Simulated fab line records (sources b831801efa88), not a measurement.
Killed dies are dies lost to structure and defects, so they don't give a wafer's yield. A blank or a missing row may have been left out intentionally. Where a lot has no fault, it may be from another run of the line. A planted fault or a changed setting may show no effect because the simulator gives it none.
Struck lot and sound lot, side by side ; flow gf180mcu ; 28 steps out of a route of 602
Sound: these wafers, L829.2, L829.3, L829.5. Wafers struck: L833.2, L833.3, L833.5. At the end, the cause is stated.
Order at every step that has rows: each side's tool, ch and its chambers, its first start. Under that, the readings that differ: sound wafers ; struck wafers ; difference of the means ; sigmas: that difference in standard deviations of wafers without a fault.
alike: readings whose means differ by less than 2 such deviations, and words and numbers that are the same on both sides. not compared: withheld readings, readings that some wafer has no value for, bounds like >300 that may hide the same value, and numbers for which the record gives no deviation and whose values overlap.
A row with sigmas, a row that says differs or no value, or rows on one side alone: a step with any of these is where the two part. When numbers do not overlap yet have no deviation, they are printed without sigmas and do not part them. A reading missing from all wafers of one side parts the sides only when that side holds two or more wafers.

first, 4 steps without rows for these wafers: GF_CONTACT_STRIP_18 (strips in O2/N2); GF_CONTACT_CLEAN_19 (cleans in SPM); GF_CONTACT_CLEAN_20 (cleans in DIW); GF_CONTACT_CLEAN_21 (cleans in dHF, time 20 s).
GF_CONTACT_SPUTTER_22: material Ti, target thk 15 nm, time 80.02 s.
  sound on pvdSputter-01 at day 18 17:45; struck on pvdSputter-02 at day 20 02:25
  alike: cathodeDcPowerW, chamberPressurePa, throttleValvePct
then, 1 step without rows for these wafers: GF_CONTACT_SPUTTER_23 (material TiN, target thk 10 nm, time 40 s).
GF_CONTACT_CVD_24: deposits W, target thk 300 nm, time 90.339 s.
  sound on cvdW-01 ch 0,1, day 18 17:51; struck on cvdW-02 ch 0,1, day 20 02:31
reading;sound;struck;difference;sigmas
heaterPowerW (W);667 702 675;817 801 849;+141;+2
  alike: heaterPowerOuterW
GF_CONTACT_RS_MEAS_25: measures by four-point-probe.
  sound on filmMetro-01 at day 18 17:58; struck on filmMetro-01 at day 20 02:38
  alike: CONTACT_W_RS
GF_CONTACT_THK_MEAS_26: measures by xrf.
  sound on filmMetro-01 at day 18 18:05; struck on filmMetro-01 at day 20 02:44
  alike: CONTACT_W_THK
GF_CONTACT_CMP_27: polishes, stops on SiO2, t overpolish 15 s, target thk 0 nm.
  sound on cmp-02 ch 0,3, day 18 18:08; struck on cmp-01 ch 0,1, day 20 02:47
  alike: motorCurrentA, overpolishRunS, timeToEndpointS
then, 2 steps without rows for these wafers: GF_M1_SPUTTER_00 (material Ti, target thk 37.5 nm, time 150 s); GF_M1_SPUTTER_01 (material TiN, target thk 30 nm, time 25 s).
GF_M1_SPUTTER_02: material AlCu, target thk 450 nm, time 23.9 s.
  sound on pvdSputter-03 at day 18 18:34; struck on pvdSputter-03 at day 20 03:13
  no value came back on the struck wafers for cathodeDcPowerW (W), chamberPressurePa (Pa), throttleValvePct (%); on the sound wafers cathodeDcPowerW (W) reads 10604 10600 10599
GF_M1_SPUTTER_03: material Ti, target thk 10 nm, time 6.7 s.
  sound on pvdSputter-03 at day 18 18:35; struck on pvdSputter-03 at day 20 03:15
  alike: cathodeDcPowerW, chamberPressurePa, throttleValvePct
GF_M1_SPUTTER_04: material TiN, target thk 50 nm, time 41.7 s.
  sound on pvdSputter-03 at day 18 18:37; struck on pvdSputter-03 at day 20 03:16
reading;sound;struck;difference;sigmas
cathodeDcPowerW (W);6499.4 6497.8 6499.1;6500.8 6503.7 6501.5;+3.2;+3
  alike: chamberPressurePa, throttleValvePct
GF_M1_RS_MEAS_05: measures by four-point-probe.
  sound on filmMetro-02 at day 18 18:40; struck on filmMetro-04 at day 20 03:20
reading;sound;struck;difference;sigmas
M1_ALCU_RS (ohm/sq);0.0690 0.0691 0.0696;7.1182 7.1047 7.0498;+7.0217;+99 or more
GF_M1_THK_MEAS_06: measures by xrf.
  sound on filmMetro-02 at day 18 18:47; struck on filmMetro-04 at day 20 03:26
reading;sound;struck;difference;sigmas
M1_ALCU_THK (nm);438 439 433;<0 <0 <0;differs;
then, 7 steps without rows for these wafers: GF_M1_DEHYDRATE_07 (time 60 s); GF_M1_HMDS_08 (prime time 60 s); GF_M1_COAT_09 (resist thk 1000 nm); GF_M1_SOFTBAKE_10 (time 60 s); GF_M1_EXPOSE_11 (exposes mask Metal1, target cd 230 nm); GF_M1_PEB_12 (peb time 90 s); GF_M1_DEVELOP_13 (develop time 60 s).
GF_M1_CD_MEAS_14 targets a cd of 230 nm.
  sound on cdSem-01 at day 19 18:43; struck on cdSem-01 at day 21 03:16
  alike: cdNm
GF_M1_OVL_MEAS_15:
  sound on overlay-01 at day 19 18:49; struck on overlay-02 at day 21 03:22
  alike: M1_OVL
GF_M1_METAL_ETCH_16: etches the open film in Cl2/BCl3, stops on SiO2, target depth 627.5 nm, time 104.6 s.
  sound on rieMetal-03 ch 0, day 19 18:51; struck on rieMetal-02 ch 1, day 21 03:26
reading;sound;struck;difference;sigmas
heBacksideLeakSccm (sccm);3.58 3.57 3.67;2.92 2.86 2.89;-0.72;-4
oesProductAu (a.u.);0.971 0.967 0.976;0.996 0.988 0.996;+0.022;+3
throttleValvePct (%);28.257 28.232 28.254;28.228 28.232 28.211;-0.024;-2
  alike: biasW, drypumpMotorCurrentA
  not compared: rfHoursCounterH
then, 1 step without rows for these wafers: GF_M1_STRIP_17 (strips in O2/N2).

## WHERE THEY PART
Last at GF_M1_METAL_ETCH_16 as far as this record goes, first at GF_CONTACT_CVD_24.

WHY: whatever the simulator had introduced
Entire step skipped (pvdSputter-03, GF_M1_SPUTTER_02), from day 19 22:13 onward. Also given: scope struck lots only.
